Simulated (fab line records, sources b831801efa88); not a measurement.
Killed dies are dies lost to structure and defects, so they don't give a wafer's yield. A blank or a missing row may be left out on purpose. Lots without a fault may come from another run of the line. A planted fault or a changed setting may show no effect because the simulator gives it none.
fab line records | flow sky130
record lots=5 wafers=15 last_day=49
route steps=708 shown VIA2@524 METAL3@532 CAPM@537 PAD_OPEN@708
lots that met no fault: from a run of the same line without faults
start_h: hours from the record's first day to the start of the lot's first wafer shown | wait_h: hours since the lot's step before | " the same as in the row above | L1.1+2: a row that stands for several wafers | - no value, or no start given | * or withheld: withheld | < > ~ a bound
route shown NAME@n: a module of which the file shows steps, and the number in the route of the first | usual: mean/standard deviation of fault-free wafers | same: alike in all rows | chamber/n: place in a boat | sites: the reading at each site | _std_site: their standard deviation | _edge_site: outer sites' mean less inner sites' | radius_mm: how far each site lies from the wafer's centre | mask NAME#n: copy n | behind: the tool/chamber that last shaped the wafer | hold: why the lot was held/for how many hours/how that ended | device: the transistor (n, p or np) that didn't switch | end of line: the same wafers' tests at the end of the route | a step without rows: its recipe alone | killed: dies lost to structure and defects at the first sort, not the wafer's yield | map: a wafer's dies, x killed, . not, _ none there
set.NAME: the setting as run; set.NAME@STEP: as run at that earlier step | model.NAME: the simulator's own value behind a step, which no gauge read
lots at some steps of the route; a table a step, a row a wafer
services: from which hour (start_h, from the record's first day; less than 0 if before it) a tool's chamber was out of use, for how many hours, and why
## steps
# step SKY_VIA2_STRIP_17
# recipe chemistry=post_etch_residue_remover time_s=1200 temp_c=72.5
# step SKY_VIA2_CLEAN_18
# recipe chemistry=IPA time_s=180 temp_c=25
# step SKY_VIA2_CLEAN_19
# recipe chemistry=O3/DIW dry=n2_spin
# step SKY_VIA2_SPUTTER_20
# recipe material=TiN target_thk_nm=20 chamber_pressure_pa=5 power_w=4000 time_s=80
# step SKY_VIA2_CVD_21
# recipe material=W target_thk_nm=420 time_s=126.4 temp_c=400 pressure_torr=40
# step SKY_VIA2_CMP_24
# recipe stop_on=SiO2 t_overpolish_s=20 down_force_psi=3.5 platen_rpm=60 target_thk_nm=0 pad_velocity_m_s=0.94248
# step SKY_METAL3_SPUTTER_00
# recipe material=Ti target_thk_nm=15 power_w=3000 time_s=10 chamber_pressure_pa=0.4
# step SKY_METAL3_SPUTTER_01
# recipe material=TiN target_thk_nm=20 power_w=6500 time_s=16.7 chamber_pressure_pa=0.4
# step SKY_METAL3_SPUTTER_02
# recipe material=AlCu target_thk_nm=735 power_w=10600 time_s=39.1 chamber_pressure_pa=0.4
# step SKY_METAL3_SPUTTER_03
# recipe material=Ti target_thk_nm=5 power_w=3000 time_s=3.3 chamber_pressure_pa=0.4
# step SKY_METAL3_SPUTTER_04
# recipe material=TiN target_thk_nm=70 power_w=6500 time_s=58.3 chamber_pressure_pa=0.4
# usual cathode_dc_power_W=6499.9/1.1 chamber_pressure_pa=0.4001/0.00075 throttle_valve_pct=29.7/0.91
# columns lot.wafer tool chamber start_h wait_h cathode_dc_power_W chamber_pressure_pa throttle_valve_pct
L468.1 pvd_sputter-01 - 916.66 0.0 6499.3 0.3995 28.7
L468.3 " - " " 6499.4 0.3997 28.9
L468.6 " - " " 6500.5 0.4009 28.7
L471.1 pvd_sputter-03 - 932.57 0.0 - - -
L471.2 " - " " - - -
L471.4 " - " " - - -
L472.1 pvd_sputter-01 - 941.79 0.0 - - -
L472.4 " - " " - - -
L472.6 " - " " - - -
L474.1 pvd_sputter-01 - 963.92 0.0 - - -
L474.5 " - " " - - -
L474.6 " - " " - - -
L475.1 pvd_sputter-02 - 969.15 0.0 6497.9 0.3998 30.1
L475.3 " - " " 6499.5 0.4008 30.1
L475.5 " - " " 6500.9 0.4014 30.0
# step SKY_CAPM_CVD_00
# recipe material=SiO2 target_thk_nm=15.5 temp_c=400 time_s=withheld rf_w=450
# step SKY_CAPM_SPUTTER_02
# recipe material=TiN target_thk_nm=200 temp_c=300 power_w=6500 time_s=166.7 chamber_pressure_pa=0.4
# step SKY_CAPM_DEHYDRATE_05
# recipe temp_c=200 time_s=60
# step SKY_CAPM_HMDS_06
# recipe prime_time_s=60 prime_temp_c=120
# step SKY_CAPM_COAT_07
# recipe resist=NOVOLAK spin_rpm=3000 resist_thk_nm=1140
# step SKY_CAPM_SOFTBAKE_08
# recipe temp_c=90 time_s=60 resist=NOVOLAK
# step SKY_CAPM_EXPOSE_09
# recipe mask_id=CAPM na=0.6 source_shape=conventional sigma_outer=0.6 polarization=unpolarized target_cd_nm=1000 dose_mj=159
# step SKY_CAPM_PEB_10
# recipe temp_c=withheld time_s=* resist=NOVOLAK
# step SKY_CAPM_DEVELOP_11
# recipe resist=NOVOLAK developer=TMAH develop_time_s=60 dev_temp_c=23
# step SKY_CAPM_METAL_ETCH_13
# recipe target_depth_nm=220 stop_on=SiO2 chemistry=Cl2/BCl3 target=TiN pressure_mtorr=10 icp_w=900 bias_w=48.5 Cl2_flow_sccm=60 bcl3_flow_sccm=30 time_s=62.9
# step SKY_CAPM_STRIP_14
# recipe chemistry=O2/N2 power_w=1400 pressure_mtorr=1500 platen_temp_c=withheld o2_flow_sccm=3000 n2_flow_sccm=300 overash_fraction=0.5
# step SKY_CAPM_STRIP_15
# recipe chemistry=post_etch_residue_remover time_s=1200 temp_c=72.5
# step SKY_CAPM_CLEAN_16
# recipe chemistry=IPA time_s=180 temp_c=25
# step SKY_CAPM_CLEAN_17
# recipe chemistry=O3/DIW dry=n2_spin
# step SKY_METAL3_DEHYDRATE_05
# recipe temp_c=200 time_s=60
# step SKY_METAL3_HMDS_06
# recipe prime_time_s=60 prime_temp_c=120
# step SKY_METAL3_COAT_07
# recipe resist=BARC temp_c=withheld time_s=withheld spin_rpm=3000 resist_thk_nm=60
# step SKY_METAL3_COAT_08
# recipe resist=KrF-thick spin_rpm=3000 resist_thk_nm=1140
# step SKY_METAL3_SOFTBAKE_09
# recipe temp_c=100 time_s=90 resist=KrF-thick
# step SKY_METAL3_EXPOSE_10
# recipe mask_id=MM3 na=0.68 source_shape=annular sigma_inner=0.4 sigma_outer=0.8 target_cd_nm=300 dose_mj=28
# step SKY_METAL3_PEB_11
# recipe peb_temp_c=withheld peb_time_s=withheld resist=KrF-thick
# step SKY_METAL3_DEVELOP_12
# recipe develop_time_s=60 resist=KrF-thick dev_temp_c=21
# step SKY_METAL3_DESCUM_15
# recipe chemistry=O2 source_power_w=150 bias_power_w=0 pressure_mtorr=10 temp_c=40 time_s=8
# step SKY_METAL3_METAL_ETCH_18
# recipe target_depth_a=8450 stop_on=SiO2 over_etch_frac=0.3 time_s=183.1 chemistry=Cl2/BCl3 resist_sidewall_deg=88 pressure_mtorr=10 icp_w=900 bias_w=48.5 Cl2_flow_sccm=60 bcl3_flow_sccm=30
# usual bias_w=48.50/0.15 drypump_motor_current_A=5.7/0.56 he_backside_leak_sccm=3.35/0.18 oes_product_au=0.865/0.0058 throttle_valve_pct=22.264/0.0086
# columns lot.wafer tool chamber start_h wait_h bias_w drypump_motor_current_A he_backside_leak_sccm oes_product_au rf_hours_counter_h throttle_valve_pct
L468.1 rie_metal-04 0 965.61 0.0 48.41 6.0 2.88 0.864 19 22.253
L468.3 " 0 " " 48.56 6.0 3.21 0.875 - 22.258
L468.6 " 0 " " 48.59 6.0 3.02 0.875 - 22.272
L471.1 rie_metal-01 0 982.46 0.0 48.76 6.4 3.20 0.821 13 22.269
L471.2 " 1 " " 48.43 5.2 2.99 0.824 6 22.243
L471.4 " 1 " " 48.52 5.2 3.22 0.822 - 22.254
L472.1 rie_metal-01 0 989.25 0.0 48.43 6.4 3.56 0.831 14 22.254
L472.4 " 1 " " 48.44 5.2 4.34 0.831 - 22.261
L472.6 " 1 " " 48.43 5.2 3.26 0.836 - 22.259
L474.1 rie_metal-03 1 1010.74 0.0 48.39 4.7 3.47 0.826 13 22.274
L474.5 " 0 " " 48.59 5.6 3.47 0.821 - 22.260
L474.6 " 1 " " 48.55 4.7 3.44 0.832 - 22.260
L475.1 rie_metal-01 1 1016.53 0.0 48.81 5.2 2.98 0.867 8 22.244
L475.3 " 1 " " 48.83 5.2 3.26 0.863 - 22.254
L475.5 " 0 " " 48.66 6.4 3.64 0.864 - 22.275
# step SKY_PAD_OPEN_PROBE_99
# usual defect_limited_yield=82.5/1.9 killed_at_M0_to_M3=44/6.4 killed_at_M4_up=3.4/2.1 killed_at_contacts=23/5 killed_at_front_end=15/4.5 killed_at_other=0.3/0.54 killed_dies=86/9.5 killed_open=48/6.9 killed_short=38/5.9 sort_bin_3_pad_short=0.8/0.44 sort_bin_5_function=10.5/1.6 sort_bin_6_memory=6.1/1.1 sort_n_pass=406/9.5 sort_yield_pct=82.5/1.9
# same gross_dies=492 killed_at_back_side=0 sort_bin_4_leakage[%]=0 sort_bin_8_speed[%]=0
# columns lot.wafer tool chamber start_h wait_h defect_limited_yield[%] killed_at_M0_to_M3 killed_at_M4_up killed_at_contacts killed_at_front_end killed_at_other killed_dies killed_open killed_short sort_bin_3_pad_short[%] sort_bin_5_function[%] sort_bin_6_memory[%] sort_n_pass sort_yield_pct[%] model.etest.via3_chain.rc_ohm model.etest.cap_mim.bv_v model.etest.cap_mim.leak_log10_a_cm2
L468.1 prober-02 - 1126.73 0.1 83.5 38 0 29 14 0 81 44 37 0.6 8.7 7.1 411 83.5 9.365 13.78 -8.934
L468.3 prober-02 - 1126.83 0.2 81.3 47 2 34 8 1 92 63 29 0.4 11.2 7.1 400 81.3 9.549 13.79 -9.063
L468.6 prober-02 - 1126.98 0.2 83.7 39 4 26 11 0 80 42 38 0.4 11.0 4.9 412 83.7 9.481 14.36 -8.998
L471.1 prober-01 - 1140.66 0.1 82.7 45 0 24 15 1 85 38 47 0.8 8.7 7.7 407 82.7 15.77 9.32 -7.662
L471.2 prober-01 - 1140.71 0.1 80.3 48 3 30 16 0 97 55 42 0.8 12.0 6.9 395 80.3 15.59 9.627 -7.503
L471.4 prober-01 - 1140.81 0.2 82.7 40 4 28 13 0 85 56 29 0.6 11.6 5.1 407 82.7 14.75 9.973 -7.607
L472.1 prober-02 - 1147.58 0.1 78.3 55 6 28 17 1 107 67 38 0.4 13.0 8.3 385 78.3 14.76 9.367 -7.164
L472.4 prober-02 - 1147.73 0.2 79.5 59 4 19 19 0 101 52 47 1.2 13.0 6.3 391 79.5 15.44 10.36 -7.442
L472.6 prober-02 - 1147.83 0.2 78.9 56 2 19 27 0 104 48 56 1.6 13.2 6.3 388 78.9 15.5 9.487 -7.476
L474.1 prober-01 - 1162.70 0.1 81.3 53 1 20 17 1 92 53 38 0.4 10.8 7.5 400 81.3 15.73 10.12 -7.55
L474.5 prober-01 - 1162.90 0.2 80.7 48 7 23 15 2 95 49 44 0.6 12.4 6.3 397 80.7 15.28 9.806 -7.52
L474.6 prober-01 - 1162.95 0.2 83.1 41 1 22 19 0 83 46 35 0.6 10.2 6.1 409 83.1 14.85 9.693 -7.466
L475.1 prober-01 - 1166.01 0.1 80.9 46 3 28 16 1 94 51 41 1.0 12.2 5.9 398 80.9 9.671 13.82 -8.858
L475.3 prober-01 - 1166.11 0.2 84.3 36 1 25 15 0 77 42 34 1.4 9.1 5.1 415 84.3 9.633 13.57 -8.875
L475.5 prober-01 - 1166.21 0.2 80.1 55 2 26 14 1 98 62 35 0.8 11.2 7.9 394 80.1 9.704 13.7 -9.127
# killed by level:class
L468.1 VIA1:geometric_particle:open=10 CONTACT:geometric_particle:open=9 FIELD_ISO:geometric_particle:short=7 LI_CONTACT:geometric_particle:open=7 VIA2:geometric_particle:open=7 CONTACT:geometric_particle:short=6 METAL1:geometric_particle:short=6 LOCAL_INTERCONNECT:geometric_particle:short=4
L468.3 CONTACT:geometric_particle:open=16 VIA1:geometric_particle:open=14 VIA3:geometric_particle:open=10 LI_CONTACT:geometric_particle:open=7 CONTACT:geometric_particle:short=7 VIA2:geometric_particle:open=6 METAL1:geometric_particle:short=5 VIA3:geometric_particle:short=3
L468.6 LI_CONTACT:geometric_particle:open=10 VIA1:geometric_particle:open=9 VIA3:geometric_particle:open=7 POLY_GATE:geometric_particle:short=6 CONTACT:geometric_particle:open=6 VIA2:geometric_particle:open=6 LI_CONTACT:geometric_particle:short=5 VIA2:geometric_particle:short=5
L471.1 VIA1:geometric_particle:open=9 METAL1:geometric_particle:short=8 CONTACT:geometric_particle:open=7 METAL2:geometric_particle:short=7 FIELD_ISO:geometric_particle:short=5 LI_CONTACT:geometric_particle:open=5 LOCAL_INTERCONNECT:geometric_particle:short=5 VIA3:geometric_particle:open=5
L471.2 VIA1:geometric_particle:open=12 LI_CONTACT:geometric_particle:open=11 METAL2:geometric_particle:short=9 CONTACT:geometric_particle:open=7 LI_CONTACT:geometric_particle:short=4 LOCAL_INTERCONNECT:geometric_particle:short=4 CONTACT:geometric_particle:short=4 VIA3:geometric_particle:open=4
L471.4 CONTACT:geometric_particle:open=11 VIA1:geometric_particle:open=11 VIA2:geometric_particle:open=8 LI_CONTACT:geometric_particle:open=7 VIA3:geometric_particle:open=7 FIELD_ISO:geometric_particle:open=5 VIA1:geometric_particle:short=5 METAL4:geometric_particle:short=4
L472.1 CONTACT:geometric_particle:open=12 VIA3:geometric_particle:open=11 VIA1:geometric_particle:open=11 VIA2:geometric_particle:open=11 METAL2:geometric_particle:short=7 FIELD_ISO:geometric_particle:open=6 VIA2:geometric_particle:short=6 POLY_GATE:geometric_particle:open=5
L472.4 VIA1:geometric_particle:open=24 METAL2:geometric_particle:short=7 VIA3:geometric_particle:open=7 METAL1:geometric_particle:short=6 POLY_GATE:geometric_particle:short=6 LOCAL_INTERCONNECT:geometric_particle:short=5 CONTACT:geometric_particle:short=5 CONTACT:geometric_particle:open=5
L472.6 METAL1:geometric_particle:short=11 VIA1:geometric_particle:open=10 METAL2:geometric_particle:short=10 CONTACT:geometric_particle:open=7 POLY_GATE:geometric_particle:short=5 POLY_GATE:geometric_particle:open=4 VIA3:geometric_particle:open=4 VIA2:geometric_particle:open=4
L474.1 VIA1:geometric_particle:open=13 METAL1:geometric_particle:short=7 VIA3:geometric_particle:open=7 CONTACT:geometric_particle:open=6 VIA2:geometric_particle:short=5 POLY_GATE:geometric_particle:short=5 VIA2:geometric_particle:open=5 FIELD_ISO:geometric_particle:open=4
L474.5 VIA1:geometric_particle:short=12 CONTACT:geometric_particle:open=9 VIA1:geometric_particle:open=6 VIA2:geometric_particle:open=6 LI_CONTACT:geometric_particle:open=5 VIA3:geometric_particle:open=5 FIELD_ISO:geometric_particle:short=4 POLY_GATE:geometric_particle:open=4
L474.6 VIA1:geometric_particle:open=13 CONTACT:geometric_particle:short=7 CONTACT:geometric_particle:open=6 VIA2:geometric_particle:open=6 FIELD_ISO:geometric_particle:open=5 LOCAL_INTERCONNECT:geometric_particle:short=5 FIELD_ISO:geometric_particle:short=4 VIA3:geometric_particle:open=4
L475.1 VIA1:geometric_particle:open=13 LI_CONTACT:geometric_particle:open=9 CONTACT:geometric_particle:open=9 METAL2:geometric_particle:short=7 VIA3:geometric_particle:open=6 FIELD_ISO:geometric_particle:short=5 CONTACT:geometric_particle:short=5 VIA2:geometric_particle:open=5
L475.3 LI_CONTACT:geometric_particle:open=7 CONTACT:geometric_particle:open=7 FIELD_ISO:geometric_particle:open=6 VIA1:geometric_particle:open=6 METAL2:geometric_particle:short=6 CONTACT:geometric_particle:short=5 POLY_GATE:geometric_particle:short=4 VIA1:geometric_particle:short=4
L475.5 VIA1:geometric_particle:open=16 VIA2:geometric_particle:open=11 LI_CONTACT:geometric_particle:open=9 FIELD_ISO:geometric_particle:open=8 CONTACT:geometric_particle:open=7 VIA3:geometric_particle:open=7 LOCAL_INTERCONNECT:geometric_particle:short=5 VIA1:geometric_particle:short=5
## services
# columns tool chamber start_h hours kind
rie_metal-01 1 895.68 5.8 repair
rie_metal-01 - 897.61 0.5 repair
pvd_sputter-01 - 901.17 3.3 repair
pvd_sputter-03 1 914.50 - consumable_replace:kit
pvd_sputter-03 1 914.50 18.0 scheduled_down
pvd_sputter-03 1 914.50 18.0 vent_cycle
pvd_sputter-01 1 932.81 - consumable_replace:kit
pvd_sputter-01 1 932.81 18.0 scheduled_down
pvd_sputter-01 1 932.81 18.0 vent_cycle
rie_metal-01 - 942.45 2.6 repair
rie_metal-01 - 942.82 0.3 repair
rie_metal-03 - 974.87 1.2 repair
pvd_sputter-03 - 977.03 29.4 repair
rie_metal-04 0 1014.67 - clean
rie_metal-04 0 1014.67 14.9 scheduled_down
rie_metal-04 0 1014.67 14.9 vent_cycle
## key
first_sign step=SKY_METAL3_SPUTTER_04 reading=tool_record direction=missing
effect step=SKY_METAL3_METAL_ETCH_18 reading=oes_product_au direction=down sigmas=6.6 usual=0.865 struck=0.827
model_effect step=SKY_PAD_OPEN_PROBE_99 value=etest.via3_chain.rc_ohm without=9.505 struck=15.3
met_at SKY_METAL3_SPUTTER_04
struck_wafers L471.1,L471.2,L471.4,L472.1,L472.4,L472.6,L474.1,L474.5,L474.6
onset_between 916.66 932.57
fault kind=skipped_step_whole tool=pvd_sputter-01,pvd_sputter-03 chamber=- onset_h=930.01 steps=SKY_METAL3_SPUTTER_04 scope=struck_lots_only
